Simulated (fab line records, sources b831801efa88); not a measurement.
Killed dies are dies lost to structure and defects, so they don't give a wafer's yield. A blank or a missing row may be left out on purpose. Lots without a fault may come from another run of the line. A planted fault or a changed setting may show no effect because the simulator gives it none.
fab line records | flow sky130
record lots=24 wafers=72 last_day=50
route steps=708 shown LI_CONTACT@385 VIA3@574 METAL4@631 PAD_OPEN@707
lots that met no fault: from a run of the same line without faults
start_h: hours from the record's first day to the start of the lot's first wafer shown | wait_h: hours since the lot's step before | " the same as in the row above | L1.1+2: a row that stands for several wafers | - no value, or no start given | * or withheld: withheld | < > ~ a bound
route shown NAME@n: a module of which the file shows steps, and the number in the route of the first | usual: mean/standard deviation of fault-free wafers | same: alike in all rows | chamber/n: place in a boat | sites: the reading at each site | _std_site: their standard deviation | _edge_site: outer sites' mean less inner sites' | radius_mm: how far each site lies from the wafer's centre | mask NAME#n: copy n | behind: the tool/chamber that last shaped the wafer | hold: why the lot was held/for how many hours/how that ended | device: the transistor (n, p or np) that didn't switch | end of line: the same wafers' tests at the end of the route | a step without rows: its recipe alone | killed: dies lost to structure and defects at the first sort, not the wafer's yield | map: a wafer's dies, x killed, . not, _ none there
set.NAME: the setting as run; set.NAME@STEP: as run at that earlier step | model.NAME: the simulator's own value behind a step, which no gauge read
steps of the route over a sample of lots; a table a step, a row a wafer
services: from which hour (start_h, from the record's first day; less than 0 if before it) a tool's chamber was out of use, for how many hours, and why
## steps
# step SKY_LI_CONTACT_THK_MEAS_23
# recipe thk_meas_gauge=xrf reads=W_of_LI_CONTACT_CVD_21
# usual LI_CONTACT_W_THK=414/7.5
# columns lot.wafer tool chamber start_h wait_h LI_CONTACT_W_THK[nm]
L074.3 film_metro-01 - 667.37 0.1 415
L074.4 " - " " 414
L074.6 " - " " 412
L075.2 film_metro-01 - 677.84 0.1 419
L075.4 " - " " 411
L075.6 " - " " 415
L076.1 film_metro-02 - 711.55 0.1 403
L076.2 " - " " 401
L076.6 " - " " 405
L078.2 film_metro-02 - 712.37 0.1 405
L078.4 " - " " 404
L078.5 " - " " 403
L077.1 film_metro-01 - 713.30 0.1 416
L077.2 " - " " 422
L077.4 " - " " 416
L079.1 film_metro-01 - 714.45 0.1 414
L079.3 " - " " 416
L079.5 " - " " 415
L080.2 film_metro-04 - 723.16 0.1 416
L080.3 " - " " 415
L080.4 " - " " 414
L081.1 film_metro-02 - 744.15 0.1 408
L081.3 " - " " 407
L081.6 " - " " 405
L082.1 film_metro-01 - 745.81 0.1 423
L082.4 " - " " 420
L082.5 " - " " 419
L083.1 film_metro-04 - 749.34 0.1 416
L083.5 " - " " 416
L083.6 " - " " 412
L084.2 film_metro-01 - 754.93 0.1 433
L084.3 " - " " 433
L084.4 " - " " 429
L085.1 film_metro-04 - 762.75 0.1 408
L085.3 " - " " 405
L085.4 " - " " 405
L086.2 film_metro-01 - 768.08 0.1 430
L086.3 " - " " 419
L086.5 " - " " 421
L087.2 film_metro-01 - 781.16 0.1 418
L087.4 " - " " 413
L087.6 " - " " 422
L088.2 film_metro-01 - 789.42 0.1 417
L088.4 " - " " 420
L088.5 " - " " 417
L089.2 film_metro-01 - 797.07 0.1 421
L089.3 " - " " 418
L089.6 " - " " 421
L090.2 film_metro-01 - 805.49 0.1 426
L090.3 " - " " 422
L090.5 " - " " 424
L091.2 film_metro-02 - 812.71 0.1 399
L091.3 " - " " 406
L091.5 " - " " 400
L092.3 film_metro-02 - 814.82 0.1 411
L092.5 " - " " 409
L092.6 " - " " 405
L093.1 film_metro-02 - 833.28 0.1 405
L093.3 " - " " 408
L093.6 " - " " 405
L094.3 film_metro-01 - 835.57 0.1 419
L094.4 " - " " 412
L094.6 " - " " 412
L095.2 film_metro-04 - 842.06 0.1 411
L095.3 " - " " 412
L095.5 " - " " 408
L097.2 film_metro-01 - 878.70 0.1 418
L097.4 " - " " 420
L097.6 " - " " 420
L096.3 film_metro-04 - 881.06 0.1 403
L096.5 " - " " 409
L096.6 " - " " 404
# step SKY_VIA3_THK_MEAS_01
# recipe reads=SiO2_of_VIA3_HDPCVD_00
# usual VIA3_HDPCVD_THK=1639/15
# columns lot.wafer tool chamber start_h wait_h VIA3_HDPCVD_THK[nm]
L074.3 film_metro-04 - 893.92 0.1 1651
L074.4 " - " " 1638
L074.6 " - " " 1633
L075.2 film_metro-02 - 903.66 0.1 1650
L075.4 " - " " 1656
L075.6 " - " " 1650
L076.1 film_metro-02 - 932.47 0.1 1626
L076.2 " - " " 1651
L076.6 " - " " 1625
L078.2 film_metro-04 - 934.53 0.1 1613
L078.4 " - " " 1616
L078.5 " - " " 1626
L077.1 film_metro-04 - 935.86 0.1 1618
L077.2 " - " " 1631
L077.4 " - " " 1648
L079.1 film_metro-01 - 937.72 0.1 1661
L079.3 " - " " 1647
L079.5 " - " " 1671
L080.2 film_metro-01 - 944.21 0.1 1637
L080.3 " - " " 1646
L080.4 " - " " 1653
L081.1 film_metro-02 - 963.55 0.1 1684
L081.3 " - " " 1640
L081.6 " - " " 1652
L082.1 film_metro-01 - 963.90 0.1 1618
L082.4 " - " " 1636
L082.5 " - " " 1629
L083.1 film_metro-02 - 966.78 0.1 1639
L083.5 " - " " 1655
L083.6 " - " " 1657
L084.2 film_metro-01 - 971.76 0.1 1628
L084.3 " - " " 1646
L084.4 " - " " 1605
L085.1 film_metro-01 - 981.54 0.1 1620
L085.3 " - " " 1619
L085.4 " - " " 1619
L086.2 film_metro-04 - 983.40 0.1 1638
L086.3 " - " " 1660
L086.5 " - " " 1633
L087.2 film_metro-02 - 996.29 0.1 1637
L087.4 " - " " 1655
L087.6 " - " " 1638
L088.2 film_metro-01 - 1002.69 0.1 1633
L088.4 " - " " 1631
L088.5 " - " " 1615
L089.2 film_metro-01 - 1009.67 0.1 1654
L089.3 " - " " 1649
L089.6 " - " " 1642
L090.2 film_metro-02 - 1016.65 0.1 1657
L090.3 " - " " 1645
L090.5 " - " " 1639
L091.2 film_metro-02 - 1022.86 0.1 1619
L091.3 " - " " 1634
L091.5 " - " " 1645
L092.3 film_metro-04 - 1023.88 0.1 1632
L092.5 " - " " 1628
L092.6 " - " " 1641
L093.1 film_metro-01 - 1043.03 0.1 1624
L093.3 " - " " 1627
L093.6 " - " " 1655
L094.3 film_metro-04 - 1043.73 0.1 1628
L094.4 " - " " 1643
L094.6 " - " " 1643
L095.2 film_metro-04 - 1048.23 0.1 1637
L095.3 " - " " 1644
L095.5 " - " " 1649
L097.2 film_metro-04 - 1077.52 0.2 1652
L097.4 " - " " 1638
L097.6 " - " " 1633
L096.3 film_metro-04 - 1081.32 0.1 1650
L096.5 " - " " 1649
L096.6 " - " " 1644
# step SKY_VIA3_CD_MEAS_12
# recipe target_cd_nm=200
# usual cd_nm=200.0/1.3
# columns lot.wafer tool chamber start_h wait_h cd_nm
L074.3 cd_sem-01 - 919.73 - 199.6
L074.4 " - " " 199.8
L074.6 " - " " 200.8
L075.2 cd_sem-02 - 929.47 - 200.0
L075.4 " - " " 200.0
L075.6 " - " " 200.4
L076.1 cd_sem-02 - 957.77 - 200.6
L076.2 " - " " 200.8
L076.6 " - " " 200.1
L078.2 cd_sem-02 - 959.66 - 200.0
L078.4 " - " " 198.5
L078.5 " - " " 200.9
L077.1 cd_sem-02 - 959.99 - 197.0
L077.2 " - " " 198.6
L077.4 " - " " 197.1
L079.1 cd_sem-02 - 962.39 - 198.5
L079.3 " - " " 198.0
L079.5 " - " " 198.4
L080.2 cd_sem-01 - 969.06 - 200.0
L080.3 " - " " 199.6
L080.4 " - " " 200.5
L081.1 cd_sem-02 - 987.45 - 202.0
L081.3 " - " " 199.4
L081.6 " - " " 200.6
L082.1 cd_sem-01 - 987.94 - 200.7
L082.4 " - " " 199.7
L082.5 " - " " 199.6
L083.1 cd_sem-02 - 991.22 - 201.3
L083.5 " - " " 200.3
L083.6 " - " " 200.0
L084.2 cd_sem-02 - 996.02 - 202.1
L084.3 " - " " 201.0
L084.4 " - " " 202.1
L085.1 cd_sem-02 - 1004.90 - 202.4
L085.3 " - " " 202.6
L085.4 " - " " 202.8
L086.2 cd_sem-02 - 1006.84 - 201.6
L086.3 " - " " 201.8
L086.5 " - " " 201.9
L087.2 cd_sem-01 - 1020.24 - 199.8
L087.4 " - " " 200.4
L087.6 " - " " 200.1
L088.2 cd_sem-01 - 1025.97 - 200.3
L088.4 " - " " 199.8
L088.5 " - " " 200.9
L089.2 cd_sem-01 - 1032.32 - 202.0
L089.3 " - " " 201.6
L089.6 " - " " 201.9
L090.2 cd_sem-01 - 1040.12 - 198.7
L090.3 " - " " 199.9
L090.5 " - " " 200.4
L091.2 cd_sem-01 - 1046.39 - 198.9
L091.3 " - " " 199.0
L091.5 " - " " 199.7
L092.3 cd_sem-02 - 1047.09 - 199.9
L092.5 " - " " 200.6
L092.6 " - " " 201.4
L093.1 cd_sem-02 - 1064.39 - 200.6
L093.3 " - " " 202.0
L093.6 " - " " 199.6
L094.3 cd_sem-02 - 1065.71 - 198.0
L094.4 " - " " 196.4
L094.6 " - " " 197.8
L095.2 cd_sem-01 - 1069.91 - 198.0
L095.3 " - " " 198.7
L095.5 " - " " 199.3
L097.2 cd_sem-02 - 1097.68 - 200.8
L097.4 " - " " 200.1
L097.6 " - " " 200.1
L096.3 cd_sem-01 - 1101.46 - 197.3
L096.5 " - " " 199.1
L096.6 " - " " 200.8
# step SKY_VIA3_ETCH_14
# recipe chemistry=N2/H2 target=BARC ion_energy_ev=200 source_w=500 bias_w=100 pressure_mtorr=30 n2_flow_sccm=100 h2_flow_sccm=200 stop_on=SiO2 time_s=45.9 target_depth_a=600
# usual drypump_motor_current_A=5.7/0.32 oes_product_au=0.855/0.0049 throttle_valve_pct=13.224/0.0095
# columns lot.wafer tool chamber start_h wait_h drypump_motor_current_A oes_product_au rf_hours_counter_h throttle_valve_pct
L074.3 rie_diel-03 2 919.84 0.0 5.5 0.861 19 13.229
L074.4 " 1 " " 5.1 0.853 - 13.223
L074.6 " 3 " " 5.6 0.861 - 13.199
L075.2 rie_diel-02 1 929.61 0.0 5.7 0.848 16 13.222
L075.4 " 3 " " 5.6 0.855 6 13.229
L075.6 " 0 " " 6.2 0.844 - 13.224
L076.1 rie_diel-03 0 957.93 0.0 6.1 0.851 11 13.215
L076.2 " 2 " " 5.5 0.857 20 13.228
L076.6 " 1 " " 5.1 0.850 - 13.224
L078.2 rie_diel-01 0 959.79 0.0 5.9 0.850 6 13.235
L078.4 " 3 " " 6.2 0.857 22 13.223
L078.5 " 1 " " 5.6 0.857 - 13.222
L077.1 rie_diel-02 2 960.14 0.0 5.8 0.859 11 13.213
L077.2 " 0 " " 6.3 0.848 10 13.210
L077.4 " 1 " " 5.7 0.863 17 13.223
L079.1 rie_diel-01 2 962.54 0.0 5.6 0.856 18 13.218
L079.3 " 3 " " 6.2 0.867 22 13.213
L079.5 " 0 " " 5.9 0.856 - 13.211
L080.2 rie_diel-02 2 969.19 0.0 5.8 0.855 12 13.220
L080.3 " 3 " " 5.6 0.857 7 13.229
L080.4 " 1 " " 5.7 0.857 - 13.227
L081.1 rie_diel-03 2 987.61 0.0 5.5 0.862 21 13.223
L081.3 " 0 " " 6.1 0.866 13 13.234
L081.6 " 1 " " 5.1 0.853 - 13.222
L082.1 rie_diel-02 0 988.09 0.0 6.3 0.859 11 13.223
L082.4 " 3 " " 5.6 0.854 - 13.201
L082.5 " 0 " " 6.3 0.851 - 13.224
L083.1 rie_diel-03 0 991.38 0.0 6.0 0.856 13 13.239
L083.5 " 3 " " 5.6 0.856 - 13.221
L083.6 " 2 " " 5.5 0.851 - 13.220
L084.2 rie_diel-01 2 996.16 0.0 5.6 0.855 20 13.234
L084.3 " 1 " " 5.6 0.865 7 13.200
L084.4 " 0 " " 5.9 0.853 8 13.225
L085.1 rie_diel-01 2 1005.06 0.0 5.6 0.853 20 13.222
L085.3 " 0 " " 5.9 0.855 8 13.237
L085.4 " 3 " " 6.2 0.854 23 13.217
L086.2 rie_diel-03 1 1006.98 0.0 5.1 0.852 13 13.239
L086.3 " 2 " " 5.5 0.850 22 13.232
L086.5 " 1 " " 5.1 0.863 - 13.213
L087.2 rie_diel-01 1 1020.38 0.0 5.6 0.850 8 13.229
L087.4 " 0 " " 5.9 0.844 - 13.243
L087.6 " 3 " " 6.2 0.855 - 13.225
L088.2 rie_diel-02 0 1026.11 0.0 6.3 0.860 12 13.233
L088.4 " 1 " " 5.7 0.859 - 13.215
L088.5 " 2 " " 5.9 0.854 - 13.232
L089.2 rie_diel-03 3 1032.46 0.0 5.6 0.863 23 13.210
L089.3 " 2 " " 5.6 0.853 23 13.223
L089.6 " 1 " " 5.1 0.852 - 13.222
L090.2 rie_diel-01 1 1040.26 0.0 5.6 0.849 8 13.223
L090.3 " 3 " " 6.2 0.856 25 13.225
L090.5 " 1 " " 5.6 0.854 - 13.219
L091.2 rie_diel-01 3 1046.53 0.0 6.2 0.855 25 13.205
L091.3 " 0 " " 5.9 0.848 10 13.200
L091.5 " 0 " " 6.0 0.853 - 13.221
L092.3 rie_diel-03 2 1047.24 0.0 5.6 0.852 24 13.222
L092.5 " 1 " " 5.1 0.857 - 13.229
L092.6 " 2 " " 5.5 0.854 - 13.219
L093.1 rie_diel-02 0 1064.54 0.0 6.3 0.855 14 13.238
L093.3 " 2 " " 5.8 0.850 16 13.233
L093.6 " 0 " " 6.3 0.858 - 13.229
L094.3 rie_diel-02 1 1065.84 0.0 5.8 0.859 21 13.237
L094.4 " 2 " " 5.8 0.861 16 13.227
L094.6 " 0 " " 6.3 0.860 - 13.226
L095.2 rie_diel-01 2 1070.04 0.0 5.6 0.861 22 13.223
L095.3 " 3 " " 6.2 0.860 25 13.235
L095.5 " 1 " " 5.6 0.857 - 13.218
L097.2 rie_diel-02 0 1097.81 0.0 6.3 0.856 15 13.229
L097.4 " 1 " " 5.8 0.842 22 13.233
L097.6 " 0 " " 6.3 0.854 - 13.235
L096.3 rie_diel-03 0 1101.58 0.0 6.1 0.858 17 13.217
L096.5 " 2 " " 5.5 0.855 - 13.216
L096.6 " 1 " " 5.1 0.868 - 13.219
# step SKY_METAL4_DESCUM_15
# recipe chemistry=O2 source_power_w=150 bias_power_w=0 pressure_mtorr=10 temp_c=40 time_s=8
# usual drypump_motor_current_A=5.8/0.48 oes_product_au=0.996/0.0083
# columns lot.wafer tool chamber start_h wait_h drypump_motor_current_A oes_product_au rf_hours_counter_h
L074.3 rie_metal-02 1 969.97 0.0 5.8 1.016 -
L074.4 " 0 " " 6.4 1.005 -
L074.6 " 0 " " 6.4 1.010 -
L075.2 rie_metal-02 1 979.38 0.0 5.8 1.004 2
L075.4 " 0 " " 6.4 1.003 -
L075.6 " 0 " " 6.4 1.011 -
L076.1 rie_metal-02 1 1006.21 0.0 5.8 1.004 4
L076.2 " 0 " " 6.4 1.004 8
L076.6 " 1 " " 5.8 1.012 -
L078.2 rie_metal-02 1 1008.95 0.0 5.8 1.014 4
L078.4 " 0 " " 6.4 1.001 -
L078.5 " 1 " " 5.8 1.004 -
L077.1 rie_metal-04 1 1010.00 0.0 5.4 0.996 16
L077.2 " 0 " " 6.0 0.995 4
L077.4 " 1 " " 5.4 0.981 -
L079.1 rie_metal-04 0 1011.33 0.0 6.1 0.989 4
L079.3 " 0 " " 6.1 0.994 -
L079.5 " 1 " " 5.4 0.988 -
L080.2 rie_metal-02 1 1018.58 0.0 5.8 1.000 5
L080.3 " 1 " " 5.8 1.002 -
L080.4 " 0 " " 6.4 1.012 -
L081.1 rie_metal-01 0 1037.26 0.0 6.2 0.990 13
L081.3 " 1 " " 5.1 0.999 -
L081.6 " 0 " " 6.1 0.988 -
L082.1 rie_metal-04 1 1038.25 0.0 5.4 1.002 18
L082.4 " 0 " " 6.0 1.003 -
L082.5 " 0 " " 6.1 1.004 -
L083.1 rie_metal-01 1 1041.58 0.0 5.1 0.988 13
L083.5 " 0 " " 6.1 0.997 -
L083.6 " 1 " " 5.1 0.985 -
L084.2 rie_metal-02 0 1044.15 0.0 6.4 0.998 10
L084.3 " 1 " " 5.8 0.992 -
L084.4 " 0 " " 6.4 1.001 -
L085.1 rie_metal-01 0 1052.16 0.0 6.1 0.990 15
L085.3 " 1 " " 5.0 0.989 -
L085.4 " 0 " " 6.1 0.993 -
L086.2 rie_metal-01 1 1052.78 0.0 5.1 0.993 14
L086.3 " 1 " " 5.1 1.003 -
L086.5 " 1 " " 5.1 0.989 -
L087.2 rie_metal-01 1 1067.13 0.0 5.1 0.998 15
L087.4 " 0 " " 6.2 0.986 -
L087.6 " 1 " " 5.1 1.000 -
L088.2 rie_metal-04 1 1071.97 0.0 5.4 0.991 20
L088.4 " 1 " " 5.4 0.986 -
L088.5 " 1 " " 5.4 0.984 -
L089.2 rie_metal-01 1 1077.38 0.0 5.1 0.994 16
L089.3 " 1 " " 5.1 1.007 -
L089.6 " 0 " " 6.1 0.983 -
L090.2 rie_metal-01 0 1086.08 0.0 6.1 1.008 17
L090.3 " 0 " " 6.1 0.987 -
L090.5 " 1 " " 5.1 1.001 -
L091.2 rie_metal-01 0 1091.40 0.0 6.1 0.977 18
L091.3 " 1 " " 5.1 0.984 -
L091.5 " 1 " " 5.0 0.992 -
L092.3 rie_metal-01 0 1091.72 0.0 6.1 0.986 -
L092.5 " 1 " " 5.0 1.006 -
L092.6 " 0 " " 6.1 0.992 -
L093.1 rie_metal-04 1 1107.11 0.0 5.4 0.992 24
L093.3 " 0 " " 6.0 0.997 -
L093.6 " 0 " " 6.0 1.002 -
L094.3 rie_metal-01 0 1109.76 0.0 6.1 0.988 -
L094.4 " 1 " " 5.1 0.992 -
L094.6 " 0 " " 6.1 1.000 -
L095.2 rie_metal-02 0 1112.65 0.0 6.4 0.999 14
L095.3 " 1 " " 5.8 1.000 -
L095.5 " 1 " " 5.8 1.011 -
L097.2 rie_metal-02 0 1137.98 0.0 6.4 0.996 16
L097.4 " 1 " " 5.8 1.008 -
L097.6 " 0 " " 6.4 0.991 -
L096.3 rie_metal-04 0 1141.22 0.0 6.1 0.986 -
L096.5 " 0 " " 6.1 0.998 -
L096.6 " 1 " " 5.4 0.983 -
# step SKY_PAD_OPEN_BOW_MEAS_13
# recipe mode=bow
# usual PAD_OPEN_BOW=46/8.5
# columns lot.wafer tool chamber start_h wait_h PAD_OPEN_BOW[um]
L074.3 film_metro-04 - 1066.97 - 36
L074.4 " - " " 46
L074.6 " - " " 37
L075.2 film_metro-01 - 1074.37 - 60
L075.4 " - " " 57
L075.6 " - " " 60
L076.1 film_metro-04 - 1097.47 - 48
L076.2 " - " " 51
L076.6 " - " " 40
L078.2 film_metro-03 - 1099.86 - 42
L078.4 " - " " 49
L078.5 " - " " 42
L077.1 film_metro-03 - 1101.24 - 42
L077.2 " - " " 31
L077.4 " - " " 47
L079.1 film_metro-04 - 1102.75 - 41
L079.3 " - " " 37
L079.5 " - " " 48
L080.2 film_metro-03 - 1111.13 - 44
L080.3 " - " " 47
L080.4 " - " " 42
L081.1 film_metro-03 - 1123.03 - 28
L081.3 " - " " 45
L081.6 " - " " 45
L082.1 film_metro-01 - 1125.01 - 41
L082.4 " - " " 51
L082.5 " - " " 51
L083.1 film_metro-01 - 1128.32 - 47
L083.5 " - " " 53
L083.6 " - " " 52
L084.2 film_metro-01 - 1130.70 - 46
L084.3 " - " " 51
L084.4 " - " " 54
L085.1 film_metro-03 - 1137.64 - 64
L085.3 " - " " 58
L085.4 " - " " 56
L086.2 film_metro-04 - 1139.16 - 41
L086.3 " - " " 31
L086.5 " - " " 33
L087.2 film_metro-04 - 1151.34 - 36
L087.4 " - " " 51
L087.6 " - " " 39
L088.2 film_metro-04 - 1156.16 - 33
L088.4 " - " " 53
L088.5 " - " " 42
L089.2 film_metro-03 - 1158.91 - 57
L089.3 " - " " 54
L089.6 " - " " 43
L090.2 film_metro-04 - 1166.69 - 62
L090.3 " - " " 51
L090.5 " - " " 54
L091.2 film_metro-01 - 1174.78 - 45
L091.3 " - " " 44
L091.5 " - " " 44
L092.3 film_metro-01 - 1175.81 - 49
L092.5 " - " " 44
L092.6 " - " " 55
L093.1 film_metro-03 - 1184.29 - 59
L093.3 " - " " 58
L093.6 " - " " 53
L094.3 film_metro-04 - 1186.16 - 43
L094.4 " - " " 54
L094.6 " - " " 40
L095.2 film_metro-03 - 1188.57 - 46
L095.3 " - " " 40
L095.5 " - " " 37
L097.2 film_metro-03 - 1209.42 - 28
L097.4 " - " " 45
L097.6 " - " " 47
L096.3 film_metro-03 - 1210.75 - 31
L096.5 " - " " 35
L096.6 " - " " 28
## services
# columns tool chamber start_h hours kind
rie_metal-02 - 899.62 2.8 pm
rie_diel-02 3 911.99 5.7 repair
rie_diel-03 0 916.64 4.1 repair
rie_metal-04 0 916.68 - clean
rie_metal-02 1 918.21 - clean
rie_metal-02 1 918.21 14.2 scheduled_down
rie_metal-02 1 918.21 14.2 vent_cycle
rie_metal-01 - 958.34 0.7 repair
rie_diel-01 - 962.77 0.3 repair
rie_diel-02 0 966.94 5.6 repair
rie_metal-01 0 969.07 10.7 repair
rie_diel-02 1 986.29 13.4 repair
rie_metal-02 0 989.59 11.3 repair
rie_diel-02 3 998.06 46.5 repair
rie_diel-01 2 1009.53 18.0 repair
rie_diel-03 - 1011.12 0.2 repair
rie_metal-02 0 1027.28 14.8 repair
rie_diel-01 1 1033.77 5.8 repair
rie_metal-04 - 1046.06 2.8 pm
rie_metal-04 - 1064.67 0.1 repair
rie_metal-02 - 1069.62 14.6 pm
rie_diel-02 1 1076.30 5.8 repair
rie_diel-03 2 1088.10 1.3 repair
rie_diel-01 3 1096.01 2.4 repair
## key
fault none
